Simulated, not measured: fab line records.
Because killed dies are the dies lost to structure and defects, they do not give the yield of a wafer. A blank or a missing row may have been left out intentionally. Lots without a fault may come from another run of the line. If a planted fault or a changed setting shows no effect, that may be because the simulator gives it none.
fab line records	flow sky130
record: lots: 24	wafers: 72	last_day: 50
route steps=708 shown LI_CONTACT@375 VIA1@471 METAL2@498 VIA2@510 VIA4@650
lots that met no fault: taken from a fault-free run of the same line
start_h: hours from the record's first day to the start of the lot's first wafer shown	wait_h: hours elapsed since this lot's preceding step	" identical to the entry in the row above	L1.1+2: one row covering several wafers at once	- either no value or no given start	* or withheld: withheld	< > ~ a bound
route shown NAME@n: a module of which the file shows steps, and the number in the route of the first	usual: mean and standard deviation over wafers with no fault	same: alike in all rows	chamber/n: place in a boat	sites: the reading at each site	_std_site: standard deviation across them	_edge_site: mean of outer sites minus mean of inner sites	radius_mm: how far each site lies from the wafer's centre	mask NAME#n: copy n	behind: the tool/chamber that last shaped the wafer	hold: the reason the lot was held/the length of the hold in hours/how it ended	device: whichever transistor did not switch (one of n, p or np)	end of line: the route-end tests of the same wafers	a step given without rows: its recipe and nothing more	killed: at the first sort, the dies lost to defects and structure; wafer yield is something else	map: per-die view of a wafer (x killed, . not killed, _ where there is no die)
set.NAME: the setting that was run; set.NAME@STEP: the one run at that earlier step	model.NAME: the simulator's own value behind a step, which no gauge read
a sample of lots followed through the steps of the route, with each step as a table and each wafer as a row
== steps ==
step: SKY_LI_CONTACT_OVL_MEAS_13
usual: LI_CONTACT_OVL: -2/6.6
lot.wafer	tool	chamber	start_h	wait_h	LI_CONTACT_OVL[nm]
L074.1	overlay-02	-	668.79	0.1	8
L074.2	"	-	"	"	10
L074.6	"	-	"	"	6
L075.2	overlay-02	-	683.28	0.1	1
L075.3	"	-	"	"	5
L075.6	"	-	"	"	3
L076.1	overlay-01	-	694.84	0.1	3
L076.2	"	-	"	"	-1
L076.5	"	-	"	"	-6
L077.2	overlay-01	-	699.55	0.1	-11
L077.3	"	-	"	"	-12
L077.6	"	-	"	"	-16
L078.1	overlay-01	-	713.59	0.1	-7
L078.3	"	-	"	"	-10
L078.4	"	-	"	"	-4
L080.3	overlay-02	-	719.16	0.1	5
L080.4	"	-	"	"	-5
L080.6	"	-	"	"	-4
L079.3	overlay-01	-	721.40	0.1	-2
L079.4	"	-	"	"	-3
L079.6	"	-	"	"	-5
L081.3	overlay-01	-	731.51	0.1	-1
L081.5	"	-	"	"	3
L081.6	"	-	"	"	-8
L082.1	overlay-02	-	745.40	0.1	-6
L082.3	"	-	"	"	-6
L082.4	"	-	"	"	-10
L083.2	overlay-01	-	755.50	0.1	3
L083.4	"	-	"	"	5
L083.5	"	-	"	"	6
L084.4	overlay-01	-	762.51	0.1	-8
L084.5	"	-	"	"	-1
L084.6	"	-	"	"	-4
L085.1	overlay-01	-	771.59	0.1	0
L085.3	"	-	"	"	-5
L085.4	"	-	"	"	-11
L086.1	overlay-01	-	773.34	0.1	20
L086.3	"	-	"	"	0
L086.6	"	-	"	"	6
L088.1	overlay-02	-	787.80	0.1	3
L088.3	"	-	"	"	3
L088.4	"	-	"	"	-7
L089.1	overlay-01	-	797.24	0.1	-17
L089.2	"	-	"	"	-7
L089.6	"	-	"	"	-10
L090.2	overlay-01	-	799.70	0.1	1
L090.4	"	-	"	"	4
L090.5	"	-	"	"	2
L087.2	overlay-01	-	803.40	0.1	1
L087.4	"	-	"	"	4
L087.5	"	-	"	"	-4
L091.2	overlay-01	-	807.05	0.1	-6
L091.5	"	-	"	"	0
L091.6	"	-	"	"	-7
L092.4	overlay-02	-	811.22	0.1	0
L092.5	"	-	"	"	5
L092.6	"	-	"	"	-6
L093.1	overlay-01	-	824.04	0.1	-11
L093.4	"	-	"	"	-8
L093.5	"	-	"	"	-5
L094.2	overlay-02	-	832.65	0.1	0
L094.3	"	-	"	"	-9
L094.5	"	-	"	"	-8
L095.4	overlay-01	-	834.41	0.1	-11
L095.5	"	-	"	"	-1
L095.6	"	-	"	"	1
L096.2	overlay-01	-	844.80	0.1	2
L096.4	"	-	"	"	-1
L096.6	"	-	"	"	0
L097.2	overlay-02	-	850.55	0.1	-12
L097.4	"	-	"	"	-10
L097.5	"	-	"	"	-2
step: SKY_VIA1_OVL_MEAS_13
usual: VIA1_OVL: -1/5.8
lot.wafer	tool	chamber	start_h	wait_h	VIA1_OVL[nm]
L074.1	overlay-02	-	784.54	0.1	4
L074.2	"	-	"	"	4
L074.6	"	-	"	"	2
L075.2	overlay-01	-	799.40	0.1	2
L075.3	"	-	"	"	-3
L075.6	"	-	"	"	1
L076.1	overlay-01	-	810.34	0.1	-11
L076.2	"	-	"	"	-18
L076.5	"	-	"	"	-15
L077.2	overlay-02	-	815.80	0.1	5
L077.3	"	-	"	"	3
L077.6	"	-	"	"	4
L078.1	overlay-01	-	828.39	0.1	3
L078.3	"	-	"	"	2
L078.4	"	-	"	"	-4
L080.3	overlay-02	-	833.40	0.1	-5
L080.4	"	-	"	"	-12
L080.6	"	-	"	"	-6
L079.3	overlay-02	-	836.81	0.1	11
L079.4	"	-	"	"	1
L079.6	"	-	"	"	7
L081.3	overlay-02	-	845.70	0.1	5
L081.5	"	-	"	"	5
L081.6	"	-	"	"	6
L082.1	overlay-02	-	858.19	0.1	0
L082.3	"	-	"	"	-6
L082.4	"	-	"	"	-1
L083.2	overlay-01	-	866.60	0.1	-9
L083.4	"	-	"	"	1
L083.5	"	-	"	"	2
L084.4	overlay-01	-	875.76	0.1	-4
L084.5	"	-	"	"	9
L084.6	"	-	"	"	7
L085.1	overlay-01	-	882.89	0.1	-9
L085.3	"	-	"	"	-1
L085.4	"	-	"	"	-5
L086.1	overlay-02	-	885.15	0.1	3
L086.3	"	-	"	"	-6
L086.6	"	-	"	"	3
L088.1	overlay-01	-	898.35	0.1	-1
L088.3	"	-	"	"	4
L088.4	"	-	"	"	-2
L089.1	overlay-01	-	907.00	0.1	5
L089.2	"	-	"	"	-2
L089.6	"	-	"	"	2
L090.2	overlay-01	-	908.50	0.1	-1
L090.4	"	-	"	"	-5
L090.5	"	-	"	"	-6
L087.2	overlay-01	-	914.25	0.1	4
L087.4	"	-	"	"	-3
L087.5	"	-	"	"	2
L091.2	overlay-02	-	916.40	0.1	-4
L091.5	"	-	"	"	-11
L091.6	"	-	"	"	-5
L092.4	overlay-01	-	920.57	0.1	6
L092.5	"	-	"	"	3
L092.6	"	-	"	"	-2
L093.1	overlay-02	-	931.49	0.1	-1
L093.4	"	-	"	"	-2
L093.5	"	-	"	"	-2
L094.2	overlay-01	-	941.61	0.1	-5
L094.3	"	-	"	"	0
L094.5	"	-	"	"	0
L095.4	overlay-02	-	943.71	0.1	3
L095.5	"	-	"	"	-5
L095.6	"	-	"	"	-12
L096.2	overlay-01	-	951.71	0.1	-7
L096.4	"	-	"	"	-5
L096.6	"	-	"	"	-5
L097.2	overlay-02	-	956.62	0.1	-5
L097.4	"	-	"	"	-3
L097.5	"	-	"	"	-5
step: SKY_METAL2_CD_MEAS_15
recipe: target_cd_nm: 140
usual: cd_nm: 140.0/1.7
lot.wafer	tool	chamber	start_h	wait_h	cd_nm
L074.1	cd_sem-01	-	812.73	-	141.0
L074.2	"	-	"	"	139.5
L074.6	"	-	"	"	140.4
L075.2	cd_sem-01	-	826.94	-	142.7
L075.3	"	-	"	"	143.0
L075.6	"	-	"	"	143.9
L076.1	cd_sem-02	-	838.42	-	139.3
L076.2	"	-	"	"	140.1
L076.5	"	-	"	"	139.0
L077.2	cd_sem-01	-	842.84	-	137.6
L077.3	"	-	"	"	136.5
L077.6	"	-	"	"	137.9
L078.1	cd_sem-01	-	855.97	-	137.9
L078.3	"	-	"	"	135.6
L078.4	"	-	"	"	137.6
L080.3	cd_sem-01	-	861.52	-	139.5
L080.4	"	-	"	"	139.8
L080.6	"	-	"	"	140.0
L079.3	cd_sem-02	-	863.66	-	142.3
L079.4	"	-	"	"	140.9
L079.6	"	-	"	"	141.7
L081.3	cd_sem-02	-	873.91	-	139.1
L081.5	"	-	"	"	138.8
L081.6	"	-	"	"	139.6
L082.1	cd_sem-01	-	884.83	-	140.1
L082.3	"	-	"	"	140.9
L082.4	"	-	"	"	140.5
L083.2	cd_sem-01	-	894.50	-	138.7
L083.4	"	-	"	"	138.4
L083.5	"	-	"	"	138.2
L084.4	cd_sem-02	-	902.59	-	137.5
L084.5	"	-	"	"	138.4
L084.6	"	-	"	"	139.9
L085.1	cd_sem-01	-	909.23	-	139.2
L085.3	"	-	"	"	138.4
L085.4	"	-	"	"	139.0
L086.1	cd_sem-02	-	912.18	-	139.1
L086.3	"	-	"	"	139.7
L086.6	"	-	"	"	139.7
L088.1	cd_sem-01	-	925.47	-	138.2
L088.3	"	-	"	"	138.4
L088.4	"	-	"	"	137.1
L089.1	cd_sem-01	-	934.18	-	139.0
L089.2	"	-	"	"	136.9
L089.6	"	-	"	"	138.7
L090.2	cd_sem-02	-	934.94	-	139.9
L090.4	"	-	"	"	140.4
L090.5	"	-	"	"	140.2
L087.2	cd_sem-01	-	940.44	-	140.2
L087.4	"	-	"	"	139.4
L087.5	"	-	"	"	141.2
L091.2	cd_sem-01	-	942.89	-	140.7
L091.5	"	-	"	"	141.3
L091.6	"	-	"	"	140.8
L092.4	cd_sem-02	-	947.13	-	138.0
L092.5	"	-	"	"	139.9
L092.6	"	-	"	"	138.4
L093.1	cd_sem-01	-	957.12	-	141.3
L093.4	"	-	"	"	141.8
L093.5	"	-	"	"	140.3
L094.2	cd_sem-01	-	968.44	-	142.4
L094.3	"	-	"	"	142.0
L094.5	"	-	"	"	141.8
L095.4	cd_sem-02	-	968.84	-	141.6
L095.5	"	-	"	"	142.6
L095.6	"	-	"	"	142.9
L096.2	cd_sem-02	-	976.74	-	139.7
L096.4	"	-	"	"	139.2
L096.6	"	-	"	"	140.0
L097.2	cd_sem-01	-	981.45	-	142.0
L097.4	"	-	"	"	142.7
L097.5	"	-	"	"	142.2
step: SKY_VIA2_BOW_MEAS_03
recipe: mode: bow
usual: VIA2_BOW: 86/6.5
lot.wafer	tool	chamber	start_h	wait_h	VIA2_BOW[um]
L074.1	film_metro-03	-	814.15	0.2	94
L074.2	"	-	"	"	84
L074.6	"	-	"	"	99
L075.2	film_metro-03	-	828.36	0.3	72
L075.3	"	-	"	"	97
L075.6	"	-	"	"	90
L076.1	film_metro-03	-	839.84	0.2	89
L076.2	"	-	"	"	89
L076.5	"	-	"	"	83
L077.2	film_metro-03	-	844.45	0.1	90
L077.3	"	-	"	"	97
L077.6	"	-	"	"	91
L078.1	film_metro-01	-	857.86	0.2	76
L078.3	"	-	"	"	84
L078.4	"	-	"	"	85
L080.3	film_metro-01	-	862.98	0.3	93
L080.4	"	-	"	"	83
L080.6	"	-	"	"	88
L079.3	film_metro-03	-	865.12	0.1	83
L079.4	"	-	"	"	89
L079.6	"	-	"	"	86
L081.3	film_metro-01	-	875.33	0.2	87
L081.5	"	-	"	"	85
L081.6	"	-	"	"	92
L082.1	film_metro-02	-	886.62	0.2	86
L082.3	"	-	"	"	93
L082.4	"	-	"	"	81
L083.2	film_metro-01	-	896.10	0.2	86
L083.4	"	-	"	"	87
L083.5	"	-	"	"	93
L084.4	film_metro-02	-	904.07	0.2	81
L084.5	"	-	"	"	68
L084.6	"	-	"	"	79
L085.1	film_metro-02	-	910.69	0.2	88
L085.3	"	-	"	"	90
L085.4	"	-	"	"	75
L086.1	film_metro-02	-	913.70	0.2	94
L086.3	"	-	"	"	83
L086.6	"	-	"	"	87
L088.1	film_metro-02	-	926.90	0.2	78
L088.3	"	-	"	"	96
L088.4	"	-	"	"	91
L089.1	film_metro-03	-	935.64	0.2	78
L089.2	"	-	"	"	91
L089.6	"	-	"	"	85
L090.2	film_metro-01	-	936.37	0.1	93
L090.4	"	-	"	"	87
L090.5	"	-	"	"	87
L087.2	film_metro-01	-	941.90	0.1	84
L087.4	"	-	"	"	93
L087.5	"	-	"	"	87
L091.2	film_metro-03	-	944.35	0.1	87
L091.5	"	-	"	"	90
L091.6	"	-	"	"	90
L092.4	film_metro-02	-	948.59	0.3	78
L092.5	"	-	"	"	90
L092.6	"	-	"	"	94
L093.1	film_metro-01	-	958.54	0.2	85
L093.4	"	-	"	"	86
L093.5	"	-	"	"	87
L094.2	film_metro-01	-	969.86	0.3	94
L094.3	"	-	"	"	78
L094.5	"	-	"	"	95
L095.4	film_metro-03	-	970.26	0.2	93
L095.5	"	-	"	"	97
L095.6	"	-	"	"	86
L096.2	film_metro-02	-	978.19	0.1	99
L096.4	"	-	"	"	84
L096.6	"	-	"	"	83
L097.2	film_metro-01	-	982.87	0.2	96
L097.4	"	-	"	"	79
L097.5	"	-	"	"	85
step: SKY_VIA4_OVL_MEAS_11
usual: VIA4_OVL: -0.1/1.6
lot.wafer	tool	chamber	start_h	wait_h	VIA4_OVL[nm]
L074.1	overlay-01	-	996.12	0.1	-2.9
L074.2	"	-	"	"	-1.4
L074.6	"	-	"	"	-0.7
L075.2	overlay-02	-	1008.54	0.1	3.0
L075.3	"	-	"	"	4.2
L075.6	"	-	"	"	2.8
L076.1	overlay-01	-	1020.42	0.1	-1.8
L076.2	"	-	"	"	-1.1
L076.5	"	-	"	"	-1.3
L077.2	overlay-01	-	1021.74	0.1	0.6
L077.3	"	-	"	"	0.3
L077.6	"	-	"	"	-1.3
L078.1	overlay-02	-	1034.93	0.1	0.6
L078.3	"	-	"	"	1.1
L078.4	"	-	"	"	-0.6
L080.3	overlay-02	-	1038.88	0.1	0.7
L080.4	"	-	"	"	-1.8
L080.6	"	-	"	"	-1.1
L079.3	overlay-01	-	1043.14	0.1	-0.9
L079.4	"	-	"	"	0.3
L079.6	"	-	"	"	0.8
L081.3	overlay-01	-	1049.43	0.1	-0.4
L081.5	"	-	"	"	0.9
L081.6	"	-	"	"	-0.6
L082.1	overlay-01	-	1058.78	0.1	-0.4
L082.3	"	-	"	"	0.6
L082.4	"	-	"	"	-1.2
L083.2	overlay-01	-	1068.18	0.1	-1.8
L083.4	"	-	"	"	-1.4
L083.5	"	-	"	"	-2.8
L084.4	overlay-01	-	1075.49	0.1	-2.9
L084.5	"	-	"	"	-3.6
L084.6	"	-	"	"	-3.4
L085.1	overlay-01	-	1080.38	0.1	0.6
L085.3	"	-	"	"	1.6
L085.4	"	-	"	"	1.7
L086.1	overlay-01	-	1081.17	0.1	-0.5
L086.3	"	-	"	"	-1.3
L086.6	"	-	"	"	1.1
L088.1	overlay-02	-	1092.67	0.1	1.4
L088.3	"	-	"	"	1.1
L088.4	"	-	"	"	3.2
L089.1	overlay-01	-	1101.33	0.1	1.2
L089.2	"	-	"	"	0.2
L089.6	"	-	"	"	0.4
L090.2	overlay-02	-	1101.53	0.1	0.7
L090.4	"	-	"	"	2.7
L090.5	"	-	"	"	1.9
L087.2	overlay-01	-	1106.39	0.1	-0.4
L087.4	"	-	"	"	0.0
L087.5	"	-	"	"	0.7
L091.2	overlay-02	-	1109.23	0.1	-0.5
L091.5	"	-	"	"	0.4
L091.6	"	-	"	"	-0.2
L092.4	overlay-02	-	1111.85	0.1	-2.9
L092.5	"	-	"	"	-1.2
L092.6	"	-	"	"	-1.8
L093.1	overlay-01	-	1120.12	0.1	0.6
L093.4	"	-	"	"	-0.5
L093.5	"	-	"	"	-1.0
L094.2	overlay-02	-	1129.04	0.1	3.0
L094.3	"	-	"	"	-0.9
L094.5	"	-	"	"	0.1
L095.4	overlay-02	-	1129.24	0.1	-0.5
L095.5	"	-	"	"	-0.3
L095.6	"	-	"	"	0.0
L096.2	overlay-01	-	1134.93	0.1	-0.9
L096.4	"	-	"	"	-1.9
L096.6	"	-	"	"	-0.7
L097.2	overlay-01	-	1138.73	0.1	-1.7
L097.4	"	-	"	"	-1.3
L097.5	"	-	"	"	-2.5
step: SKY_VIA4_THK_MEAS_20
recipe: thk_meas_gauge: xrf	reads: W_of_VIA4_CVD_18
usual: VIA4_W_THK: 505/10
lot.wafer	tool	chamber	start_h	wait_h	VIA4_W_THK[nm]
L074.1	film_metro-01	-	997.19	0.1	495
L074.2	"	-	"	"	522
L074.6	"	-	"	"	484
L075.2	film_metro-03	-	1009.61	0.1	508
L075.3	"	-	"	"	504
L075.6	"	-	"	"	506
L076.1	film_metro-01	-	1021.46	0.1	493
L076.2	"	-	"	"	496
L076.5	"	-	"	"	492
L077.2	film_metro-01	-	1022.77	0.1	517
L077.3	"	-	"	"	492
L077.6	"	-	"	"	495
L078.1	film_metro-01	-	1035.96	0.1	526
L078.3	"	-	"	"	527
L078.4	"	-	"	"	503
L080.3	film_metro-02	-	1039.93	0.1	503
L080.4	"	-	"	"	502
L080.6	"	-	"	"	506
L079.3	film_metro-01	-	1044.19	0.1	525
L079.4	"	-	"	"	507
L079.6	"	-	"	"	521
L081.3	film_metro-03	-	1050.48	0.1	500
L081.5	"	-	"	"	497
L081.6	"	-	"	"	502
L082.1	film_metro-03	-	1059.86	0.1	497
L082.3	"	-	"	"	527
L082.4	"	-	"	"	496
L083.2	film_metro-01	-	1069.22	0.1	517
L083.4	"	-	"	"	519
L083.5	"	-	"	"	495
L084.4	film_metro-03	-	1076.57	0.1	501
L084.5	"	-	"	"	501
L084.6	"	-	"	"	498
L085.1	film_metro-01	-	1081.45	0.1	517
L085.3	"	-	"	"	524
L085.4	"	-	"	"	493
L086.1	film_metro-03	-	1082.81	0.1	505
L086.3	"	-	"	"	505
L086.6	"	-	"	"	500
L088.1	film_metro-01	-	1094.14	0.1	498
L088.3	"	-	"	"	499
L088.4	"	-	"	"	499
L089.1	film_metro-02	-	1102.36	0.1	503
L089.2	"	-	"	"	502
L089.6	"	-	"	"	502
L090.2	film_metro-03	-	1103.00	0.1	503
L090.4	"	-	"	"	518
L090.5	"	-	"	"	511
L087.2	film_metro-01	-	1107.42	0.1	499
L087.4	"	-	"	"	502
L087.5	"	-	"	"	504
L091.2	film_metro-02	-	1110.27	0.1	505
L091.5	"	-	"	"	516
L091.6	"	-	"	"	500
L092.4	film_metro-02	-	1112.89	0.1	518
L092.5	"	-	"	"	502
L092.6	"	-	"	"	523
L093.1	film_metro-02	-	1121.16	0.1	515
L093.4	"	-	"	"	529
L093.5	"	-	"	"	507
L094.2	film_metro-01	-	1130.22	0.1	514
L094.3	"	-	"	"	507
L094.5	"	-	"	"	495
L095.4	film_metro-03	-	1130.43	0.1	497
L095.5	"	-	"	"	495
L095.6	"	-	"	"	501
L096.2	film_metro-01	-	1135.98	0.1	501
L096.4	"	-	"	"	504
L096.6	"	-	"	"	508
L097.2	film_metro-03	-	1139.80	0.1	496
L097.4	"	-	"	"	498
L097.5	"	-	"	"	493
== key ==
fault none
